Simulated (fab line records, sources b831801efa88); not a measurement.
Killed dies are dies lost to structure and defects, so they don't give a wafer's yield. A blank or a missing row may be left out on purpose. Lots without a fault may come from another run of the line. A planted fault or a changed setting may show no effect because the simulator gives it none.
fab line records | flow sky130 | part 1 of 2: steps 1 to 24 of 35
record lots=5 wafers=15 last_day=50
route steps=708 shown LI_CONTACT@379 LOCAL_INTERCONNECT@387 CONTACT@406
lots that met no fault: from a run of the same line without faults
start_h: hours from the record's first day to the start of the lot's first wafer shown | wait_h: hours since the lot's step before | " the same as in the row above | L1.1+2: a row that stands for several wafers | - no value, or no start given | * or withheld: withheld | < > ~ a bound
route shown NAME@n: a module of which the file shows steps, and the number in the route of the first | usual: mean/standard deviation of fault-free wafers | same: alike in all rows | chamber/n: place in a boat | sites: the reading at each site | _std_site: their standard deviation | _edge_site: outer sites' mean less inner sites' | radius_mm: how far each site lies from the wafer's centre | mask NAME#n: copy n | behind: the tool/chamber that last shaped the wafer | hold: why the lot was held/for how many hours/how that ended | device: the transistor (n, p or np) that didn't switch | end of line: the same wafers' tests at the end of the route | a step without rows: its recipe alone | killed: dies lost to structure and defects at the first sort, not the wafer's yield | map: a wafer's dies, x killed, . not, _ none there
set.NAME: the setting as run; set.NAME@STEP: as run at that earlier step | model.NAME: the simulator's own value behind a step, which no gauge read
lots at some steps of the route; a table a step, a row a wafer
services: from which hour (start_h, from the record's first day; less than 0 if before it) a tool's chamber was out of use, for how many hours, and why
## steps
# step SKY_LI_CONTACT_CLEAN_17
# recipe chemistry=NMP time_s=600 temp_c=60 dry=n2_spin
# columns lot.wafer tool chamber start_h wait_h
L075.2+4+6 wet_bench-02 2 680.30 0.1
L077.1+5+6 wet_bench-02 3 699.00 0.1
L082.1+2+3 wet_bench-04 1 740.36 0.1
L093.1+2+4 wet_bench-04 0 821.68 0.1
L095.2+3+4 wet_bench-03 1 838.90 0.1
# step SKY_LI_CONTACT_PRE_CLEAN_18
# recipe gas=Ar time_s=5.6 bias_v=358
# columns lot.wafer tool chamber start_h wait_h
L075.2+4+6 pvd_sputter-04 - 680.49 0.0
L077.1+5+6 pvd_sputter-03 - 699.21 0.0
L082.1+2+3 pvd_sputter-03 - 740.55 0.0
L093.1+2+4 pvd_sputter-04 - 821.85 0.0
L095.2+3+4 pvd_sputter-01 - 839.10 0.0
# step SKY_LI_CONTACT_SPUTTER_19
# recipe material=Ti target_thk_nm=20 chamber_pressure_pa=5 power_w=2500 substrate_temp_c=200 time_s=106.37
# usual throttle_valve_pct=29.9/0.67
# columns lot.wafer tool chamber start_h wait_h throttle_valve_pct
L075.2 pvd_sputter-04 - 680.51 0.0 29.2
L075.4 " - " " 30.3
L075.6 " - " " 29.8
L077.1 pvd_sputter-03 - 699.23 0.0 29.3
L077.5 " - " " 29.6
L077.6 " - " " 29.6
L082.1 pvd_sputter-03 - 740.57 0.0 29.3
L082.2 " - " " 29.1
L082.3 " - " " 30.7
L093.1 pvd_sputter-04 - 821.87 0.0 30.7
L093.2 " - " " 29.9
L093.4 " - " " 30.4
L095.2 pvd_sputter-01 - 839.12 0.0 28.9
L095.3 " - " " 30.1
L095.4 " - " " 31.0
# step SKY_LI_CONTACT_SPUTTER_20
# recipe material=TiN target_thk_nm=20 chamber_pressure_pa=5 power_w=4000 time_s=80
# usual throttle_valve_pct=29.9/0.64
# columns lot.wafer tool chamber start_h wait_h throttle_valve_pct
L075.2 pvd_sputter-04 - 680.59 0.0 29.7
L075.4 " - " " 30.4
L075.6 " - " " 29.6
L077.1 pvd_sputter-03 - 699.31 0.0 29.6
L077.5 " - " " 29.5
L077.6 " - " " 29.4
L082.1 pvd_sputter-03 - 740.65 0.0 29.4
L082.2 " - " " 29.1
L082.3 " - " " 30.7
L093.1 pvd_sputter-04 - 821.95 0.0 30.8
L093.2 " - " " 29.4
L093.4 " - " " 30.4
L095.2 pvd_sputter-01 - 839.20 0.0 29.1
L095.3 " - " " 30.7
L095.4 " - " " 31.0
# step SKY_LI_CONTACT_CVD_21
# recipe material=W target_thk_nm=400 time_s=120.56 temp_c=400 pressure_torr=40
# usual heater_power_w=899/130
# columns lot.wafer tool chamber start_h wait_h heater_power_w
L075.2 cvd_w-02 0 680.65 0.0 947
L075.4 " 0 " " 981
L075.6 " 0 " " 1002
L077.1 cvd_w-01 1 699.37 0.0 1037
L077.5 " 1 " " 1054
L077.6 " 0 " " 879
L082.1 cvd_w-02 1 740.71 0.0 689
L082.2 " 0 " " 934
L082.3 " 0 " " 967
L093.1 cvd_w-02 0 822.01 0.0 986
L093.2 " 1 " " 723
L093.4 " 1 " " 696
L095.2 cvd_w-01 1 839.27 0.0 1036
L095.3 " 1 " " 1053
L095.4 " 0 " " 857
# step SKY_LI_CONTACT_RS_MEAS_22
# recipe thk_meas_gauge=four-point-probe reads=W_of_LI_CONTACT_CVD_21+TiN_of_LI_CONTACT_SPUTTER_20+Ti_of_LI_CONTACT_SPUTTER_19
# usual LI_CONTACT_W_RS=0.284/0.0033
# columns lot.wafer tool chamber start_h wait_h LI_CONTACT_W_RS[ohm/sq]
L075.2 film_metro-03 - 680.80 0.1 0.284
L075.4 " - " " 0.288
L075.6 " - " " 0.287
L077.1 film_metro-02 - 699.49 0.1 0.284
L077.5 " - " " 0.284
L077.6 " - " " 0.284
L082.1 film_metro-01 - 740.83 0.1 0.288
L082.2 " - " " 0.284
L082.3 " - " " 0.283
L093.1 film_metro-01 - 822.13 0.1 0.289
L093.2 " - " " 0.287
L093.4 " - " " 0.289
L095.2 film_metro-01 - 839.41 0.1 0.278
L095.3 " - " " 0.278
L095.4 " - " " 0.283
# step SKY_LI_CONTACT_THK_MEAS_23
# recipe thk_meas_gauge=xrf reads=W_of_LI_CONTACT_CVD_21
# usual LI_CONTACT_W_THK=410/5.5
# columns lot.wafer tool chamber start_h wait_h LI_CONTACT_W_THK[nm]
L075.2 film_metro-03 - 680.91 0.1 411
L075.4 " - " " 403
L075.6 " - " " 400
L077.1 film_metro-02 - 699.61 0.1 408
L077.5 " - " " 411
L077.6 " - " " 407
L082.1 film_metro-01 - 740.95 0.1 405
L082.2 " - " " 409
L082.3 " - " " 411
L093.1 film_metro-01 - 822.25 0.1 405
L093.2 " - " " 407
L093.4 " - " " 401
L095.2 film_metro-01 - 839.52 0.1 419
L095.3 " - " " 418
L095.4 " - " " 414
# step SKY_LI_CONTACT_CMP_24
# recipe stop_on=PSG t_overpolish_s=20 down_force_psi=3.5 platen_rpm=60 target_thk_nm=0 pad_velocity_m_s=0.94248
# usual head_pressure_psi=3.501/0.0065 motor_current_A=11.3/1.3 overpolish_run_s=20.000/0.0094 time_to_endpoint_s=96/3.9
# columns lot.wafer tool chamber start_h wait_h head_pressure_psi motor_current_A overpolish_run_s time_to_endpoint_s
L075.2 cmp-02 1 680.96 0.0 3.504 10.3 20.006 96
L075.4 " 2 " " 3.505 13.4 19.992 99
L075.6 " 2 " " 3.492 12.7 19.988 100
L077.1 cmp-01 1 699.72 0.1 3.513 10.7 19.993 93
L077.5 " 0 " " 3.497 10.7 20.004 96
L077.6 " 1 " " 3.502 11.5 20.004 95
L082.3 cmp-02 2 741.06 0.1 3.514 13.6 19.988 99
L082.2 " 3 " " 3.497 14.0 19.987 102
L082.1 " 0 " " 3.515 11.3 20.000 104
L093.2 cmp-01 1 822.31 0.0 3.504 10.5 20.000 90
L093.1 " 3 " " 3.493 10.1 20.010 88
L093.4 " 0 " " 3.498 10.2 20.001 93
L095.2 cmp-01 3 839.57 0.0 3.505 10.3 20.020 93
L095.4 " 0 " " 3.502 10.3 19.990 94
L095.3 " 1 " " 3.501 11.2 19.980 95
# step SKY_LOCAL_INTERCONNECT_SPUTTER_00
# recipe material=TiN target_thk_nm=100 temp_c=300 power_w=6500 time_s=83.3 chamber_pressure_pa=0.4
# usual throttle_valve_pct=30.4/1
# columns lot.wafer tool chamber start_h wait_h throttle_valve_pct
L075.2 pvd_sputter-02 - 681.26 0.2 31.9
L075.4 " - " " 31.1
L075.6 " - " " 29.1
L077.1 pvd_sputter-02 - 699.97 0.2 29.1
L077.5 " - " " 30.7
L077.6 " - " " 32.2
L082.1 pvd_sputter-02 - 741.31 0.1 32.0
L082.2 " - " " 31.7
L082.3 " - " " 31.0
L093.1 pvd_sputter-03 - 822.61 0.1 30.5
L093.2 " - " " 29.7
L093.4 " - " " 29.1
L095.2 pvd_sputter-01 - 839.87 0.2 30.9
L095.3 " - " " 30.5
L095.4 " - " " 28.8
# step SKY_LOCAL_INTERCONNECT_RS_MEAS_01
# recipe thk_meas_gauge=four-point-probe reads=TiN_of_LOCAL_INTERCONNECT_SPUTTER_00
# usual LOCAL_INTERCONNECT_TIN_RS=14.03/0.15
# columns lot.wafer tool chamber start_h wait_h LOCAL_INTERCONNECT_TIN_RS[ohm/sq]
L075.2 film_metro-04 - 681.34 0.1 14.23
L075.4 " - " " 14.13
L075.6 " - " " 13.99
L077.1 film_metro-04 - 700.04 0.0 14.09
L077.5 " - " " 14.03
L077.6 " - " " 14.13
L082.1 film_metro-04 - 741.37 0.0 14.07
L082.2 " - " " 14.16
L082.3 " - " " 14.12
L093.1 film_metro-04 - 822.68 0.0 13.93
L093.2 " - " " 14.30
L093.4 " - " " 14.01
L095.2 film_metro-01 - 839.96 0.1 13.98
L095.3 " - " " 14.04
L095.4 " - " " 14.14
# step SKY_LOCAL_INTERCONNECT_THK_MEAS_02
# recipe thk_meas_gauge=xrf reads=TiN_of_LOCAL_INTERCONNECT_SPUTTER_00
# usual LOCAL_INTERCONNECT_TIN_THK=102.8/1.2
# columns lot.wafer tool chamber start_h wait_h LOCAL_INTERCONNECT_TIN_THK[nm]
L075.2 film_metro-04 - 681.45 0.1 101.2
L075.4 " - " " 101.5
L075.6 " - " " 102.8
L077.1 film_metro-04 - 700.16 0.1 103.0
L077.5 " - " " 102.7
L077.6 " - " " 101.7
L082.1 film_metro-04 - 741.49 0.1 103.4
L082.2 " - " " 102.7
L082.3 " - " " 102.8
L093.1 film_metro-04 - 822.80 0.1 104.2
L093.2 " - " " 101.5
L093.4 " - " " 103.1
L095.2 film_metro-01 - 840.07 0.1 103.7
L095.3 " - " " 103.4
L095.4 " - " " 102.8
# step SKY_LOCAL_INTERCONNECT_DEHYDRATE_03
# recipe temp_c=200 time_s=60
# usual chill_plate_temp_C=22.99/0.094
# columns lot.wafer tool chamber start_h wait_h chill_plate_temp_C
L075.2 litho_track-02 0 695.05 13.6 23.07
L075.4 " 0 " " 23.03
L075.6 " 0 " " 23.10
L077.1 litho_track-04 0 712.91 12.7 23.15
L077.5 " 0 " " 23.18
L077.6 " 0 " " 22.99
L082.1 litho_track-03 0 755.28 13.8 23.09
L082.2 " 0 " " 23.02
L082.3 " 0 " " 23.14
L093.1 litho_track-03 0 835.48 12.7 22.97
L093.2 " 0 " " 23.08
L093.4 " 0 " " 22.98
L095.2 litho_track-03 0 851.70 11.6 22.96
L095.3 " 0 " " 23.05
L095.4 " 0 " " 22.83
# step SKY_LOCAL_INTERCONNECT_HMDS_04
# recipe prime_time_s=60 prime_temp_c=120
# usual chill_plate_temp_C=22.97/0.11
# columns lot.wafer tool chamber start_h wait_h chill_plate_temp_C
L075.2 litho_track-02 0 695.20 0.1 22.94
L075.4 " 0 " " 22.97
L075.6 " 0 " " 23.05
L077.1 litho_track-04 0 713.06 0.1 23.11
L077.5 " 0 " " 23.00
L077.6 " 0 " " 22.91
L082.1 litho_track-03 0 755.43 0.1 22.93
L082.2 " 0 " " 22.93
L082.3 " 0 " " 22.91
L093.1 litho_track-03 0 835.63 0.1 22.89
L093.2 " 0 " " 22.87
L093.4 " 0 " " 22.96
L095.2 litho_track-03 0 851.85 0.1 23.01
L095.3 " 0 " " 22.88
L095.4 " 0 " " 23.07
# step SKY_LOCAL_INTERCONNECT_COAT_05
# recipe resist=BARC temp_c=withheld time_s=withheld spin_rpm=3000 resist_thk_nm=60
# usual chill_plate_temp_C=*
# columns lot.wafer tool chamber start_h wait_h chill_plate_temp_C
L075.2 litho_track-02 0 695.35 0.1 *
L075.4 " 0 " " *
L075.6 " 0 " " *
L077.1 litho_track-04 0 713.21 0.1 *
L077.5 " 0 " " *
L077.6 " 0 " " *
L082.1 litho_track-03 0 755.58 0.1 *
L082.2 " 0 " " *
L082.3 " 0 " " *
L093.1 litho_track-03 0 835.78 0.1 *
L093.2 " 0 " " *
L093.4 " 0 " " *
L095.2 litho_track-03 0 852.00 0.1 *
L095.3 " 0 " " *
L095.4 " 0 " " *
# step SKY_LOCAL_INTERCONNECT_COAT_06
# recipe resist=KrF-thick spin_rpm=3000 resist_thk_nm=450
# usual chill_plate_temp_C=23.03/0.11
# columns lot.wafer tool chamber start_h wait_h chill_plate_temp_C
L075.2 litho_track-02 0 - - 23.00
L075.4 " 0 " " 23.05
L075.6 " 0 " " 22.96
L077.1 litho_track-04 0 - - 23.05
L077.5 " 0 " " 23.01
L077.6 " 0 " " 23.17
L082.1 litho_track-03 0 - - 23.10
L082.2 " 0 " " 22.98
L082.3 " 0 " " 23.15
L093.1 litho_track-03 0 - - 23.10
L093.2 " 0 " " 22.97
L093.4 " 0 " " 23.12
L095.2 litho_track-03 0 - - 23.05
L095.3 " 0 " " 23.01
L095.4 " 0 " " 23.06
# step SKY_LOCAL_INTERCONNECT_SOFTBAKE_07
# recipe temp_c=100 time_s=90 resist=KrF-thick
# usual chill_plate_temp_C=22.98/0.12
# columns lot.wafer tool chamber start_h wait_h chill_plate_temp_C
L075.2 litho_track-02 0 - - 22.96
L075.4 " 0 " " 22.90
L075.6 " 0 " " 22.96
L077.1 litho_track-04 0 - - 22.83
L077.5 " 0 " " 22.68
L077.6 " 0 " " 22.88
L082.1 litho_track-03 0 - - 23.12
L082.2 " 0 " " 22.96
L082.3 " 0 " " 22.96
L093.1 litho_track-03 0 - - 23.07
L093.2 " 0 " " 23.10
L093.4 " 0 " " 23.08
L095.2 litho_track-03 0 - - 22.94
L095.3 " 0 " " 23.01
L095.4 " 0 " " 22.92
# step SKY_LOCAL_INTERCONNECT_EXPOSE_08
# recipe mask_id=LI1M na=0.8 source_shape=annular sigma_inner=0.55 sigma_outer=0.85 target_cd_nm=170 dose_mj=28
# usual reticle_temp_C=23.01/0.1
# same na=0.8
# columns lot.wafer tool chamber start_h wait_h mask reticle_temp_C
L075.2 krf_scanner-02 0 - - LI1M#0 22.92
L075.4 " 0 " " LI1M#0 23.03
L075.6 " 0 " " LI1M#0 23.14
L077.1 krf_scanner-01 0 - - LI1M#0 23.03
L077.5 " 0 " " LI1M#0 23.21
L077.6 " 0 " " LI1M#0 22.91
L082.1 krf_scanner-02 0 - - LI1M#0 23.02
L082.2 " 0 " " LI1M#0 23.16
L082.3 " 0 " " LI1M#0 23.15
L093.1 krf_scanner-02 0 - - LI1M#0 23.23
L093.2 " 0 " " LI1M#0 23.27
L093.4 " 0 " " LI1M#0 23.01
L095.2 krf_scanner-01 0 - - LI1M#0 22.96
L095.3 " 0 " " LI1M#0 22.96
L095.4 " 0 " " LI1M#0 22.81
# step SKY_LOCAL_INTERCONNECT_PEB_09
# recipe peb_temp_c=withheld peb_time_s=withheld resist=KrF-thick
# usual chill_plate_temp_C=*
# columns lot.wafer tool chamber start_h wait_h chill_plate_temp_C
L075.2 litho_track-02 0 - - *
L075.4 " 0 " " *
L075.6 " 0 " " *
L077.1 litho_track-04 0 - - *
L077.5 " 0 " " *
L077.6 " 0 " " *
L082.1 litho_track-04 0 - - *
L082.2 " 0 " " *
L082.3 " 0 " " *
L093.1 litho_track-04 0 - - *
L093.2 " 0 " " *
L093.4 " 0 " " *
L095.2 litho_track-04 0 - - *
L095.3 " 0 " " *
L095.4 " 0 " " *
# step SKY_LOCAL_INTERCONNECT_DEVELOP_10
# recipe develop_time_s=60 resist=KrF-thick dev_temp_c=21
# usual chill_plate_temp_C=23.00/0.11
# columns lot.wafer tool chamber start_h wait_h chill_plate_temp_C
L075.2 litho_track-02 0 - - 23.03
L075.4 " 0 " " 23.00
L075.6 " 0 " " 23.10
L077.1 litho_track-04 0 - - 22.91
L077.5 " 0 " " 23.03
L077.6 " 0 " " 23.13
L082.1 litho_track-04 0 - - 22.91
L082.2 " 0 " " 23.07
L082.3 " 0 " " 23.02
L093.1 litho_track-04 0 - - 22.97
L093.2 " 0 " " 22.84
L093.4 " 0 " " 23.10
L095.2 litho_track-04 0 - - 23.07
L095.3 " 0 " " 23.05
L095.4 " 0 " " 23.13
# step SKY_LOCAL_INTERCONNECT_CD_MEAS_11
# recipe target_cd_nm=170
# usual cd_nm=170.4/1.8
# columns lot.wafer tool chamber start_h wait_h cd_nm
L075.2 cd_sem-02 - 709.49 - 172.1
L075.4 " - " " 174.2
L075.6 " - " " 171.9
L077.1 cd_sem-01 - 727.31 - 171.1
L077.5 " - " " 172.2
L077.6 " - " " 170.9
L082.1 cd_sem-01 - 768.56 - 170.5
L082.2 " - " " 170.9
L082.3 " - " " 171.2
L093.1 cd_sem-01 - 849.26 - 173.1
L093.2 " - " " 173.1
L093.4 " - " " 172.5
L095.2 cd_sem-01 - 866.18 - 170.7
L095.3 " - " " 168.6
L095.4 " - " " 169.4
# step SKY_LOCAL_INTERCONNECT_OVL_MEAS_12
# usual LOCAL_INTERCONNECT_OVL=1/4.6
# columns lot.wafer tool chamber start_h wait_h LOCAL_INTERCONNECT_OVL[nm]
L075.2 overlay-02 - 709.60 0.1 -4
L075.4 " - " " 2
L075.6 " - " " -7
L077.1 overlay-01 - 727.43 0.1 -9
L077.5 " - " " -13
L077.6 " - " " -7
L082.1 overlay-01 - 768.68 0.1 -5
L082.2 " - " " -3
L082.3 " - " " -1
L093.1 overlay-02 - 849.38 0.1 -1
L093.2 " - " " 5
L093.4 " - " " 2
L095.2 overlay-02 - 866.29 0.1 4
L095.3 " - " " 0
L095.4 " - " " 5
# step SKY_LOCAL_INTERCONNECT_ETCH_13
# recipe chemistry=N2/H2 target=BARC ion_energy_ev=200 bias_w=100 pressure_mtorr=30 n2_flow_sccm=100 h2_flow_sccm=200 icp_w=500 stop_on=SiO2 time_s=45.9 target_depth_a=600
# usual drypump_motor_current_A=5.84/0.072 oes_product_au=0.855/0.0044 throttle_valve_pct=13.224/0.0099
# columns lot.wafer tool chamber start_h wait_h drypump_motor_current_A oes_product_au rf_hours_counter_h throttle_valve_pct
L075.2 rie_metal-01 0 709.63 0.0 5.75 0.855 8 13.220
L075.4 " 1 " " 5.81 0.850 - 13.221
L075.6 " 1 " " 5.82 0.856 - 13.229
L077.1 rie_metal-03 1 727.47 0.0 5.81 0.854 6 13.209
L077.5 " 0 " " 5.90 0.854 - 13.235
L077.6 " 1 " " 5.77 0.848 - 13.224
L082.1 rie_metal-02 0 768.72 0.0 5.91 0.847 11 13.233
L082.2 " 0 " " 5.91 0.855 - 13.222
L082.3 " 0 " " 5.90 0.866 - 13.220
L093.1 rie_metal-02 0 849.42 0.0 5.88 0.858 15 13.239
L093.2 " 1 " " 5.71 0.855 1 13.226
L093.4 " 1 " " 5.72 0.856 - 13.224
L095.2 rie_metal-03 1 866.32 0.0 5.83 0.862 11 13.230
L095.3 " 1 " " 5.85 0.853 - 13.223
L095.4 " 0 " " 5.90 0.862 - 13.227
# step SKY_LOCAL_INTERCONNECT_METAL_ETCH_14
# recipe target_depth_nm=110 stop_on=PSG chemistry=Cl2/BCl3 target=TiN resist_sidewall_deg=88 pressure_mtorr=10 icp_w=900 bias_w=48.5 Cl2_flow_sccm=60 bcl3_flow_sccm=30 time_s=31.4
# usual drypump_motor_current_A=5.83/0.074 oes_product_au=0.943/0.0076 throttle_valve_pct=21.899/0.0096
# columns lot.wafer tool chamber start_h wait_h drypump_motor_current_A oes_product_au rf_hours_counter_h throttle_valve_pct
L075.2 rie_metal-01 0 709.69 0.0 5.75 0.936 8 21.909
L075.4 " 1 " " 5.83 0.933 - 21.901
L075.6 " 1 " " 5.84 0.942 - 21.909
L077.1 rie_metal-03 1 727.53 0.0 5.84 0.941 6 21.885
L077.5 " 0 " " 5.91 0.958 - 21.897
L077.6 " 1 " " 5.85 0.944 - 21.900
L082.1 rie_metal-02 0 768.85 0.1 5.89 0.945 11 21.897
L082.2 " 0 " " 5.89 0.945 - 21.898
L082.3 " 0 " " 5.91 0.939 - 21.894
L093.1 rie_metal-02 0 849.48 0.0 5.89 0.950 15 21.897
L093.2 " 1 " " 5.70 0.934 1 21.912
L093.4 " 1 " " 5.71 0.943 - 21.908
L095.2 rie_metal-03 1 866.38 0.0 5.91 0.950 11 21.896
L095.3 " 1 " " 5.85 0.949 - 21.907
L095.4 " 0 " " 5.90 0.936 - 21.893
# step SKY_LOCAL_INTERCONNECT_STRIP_15
# recipe chemistry=O2/N2 power_w=1400 pressure_mtorr=1544 platen_temp_c=withheld o2_flow_sccm=3000 n2_flow_sccm=300 overash_fraction=0.5
# usual drypump_motor_current_A=6.25/0.18 oes_product_au=0.428/0.0043 strip_time_to_endpoint_s=4.702/0.016
# columns lot.wafer tool chamber start_h wait_h drypump_motor_current_A oes_product_au rf_hours_counter_h strip_time_to_endpoint_s
L075.2 plasma_asher-01 0 709.74 0.0 6.05 0.424 59 4.659
L075.4 " 0 " " 6.07 0.432 - 4.693
L075.6 " 0 " " 6.04 0.425 - 4.697
L077.1 plasma_asher-03 0 727.58 0.0 6.19 0.429 91 4.718
L077.5 " 1 " " 6.28 0.428 - 4.690
L077.6 " 0 " " 6.18 0.417 - 4.725
L082.1 plasma_asher-03 1 768.95 0.1 6.30 0.436 96 4.693
L082.2 " 0 " " 6.17 0.427 96 4.692
L082.3 " 0 " " 6.18 0.427 - 4.712
L093.1 plasma_asher-03 1 849.53 0.0 6.28 0.429 103 4.697
L093.2 " 0 " " 6.20 0.433 103 4.699
L093.4 " 1 " " 6.31 0.426 - 4.697
L095.2 plasma_asher-02 0 866.43 0.0 6.69 0.425 11 4.690
L095.3 " 1 " " 6.10 0.421 - 4.688
L095.4 " 0 " " 6.71 0.434 - 4.682
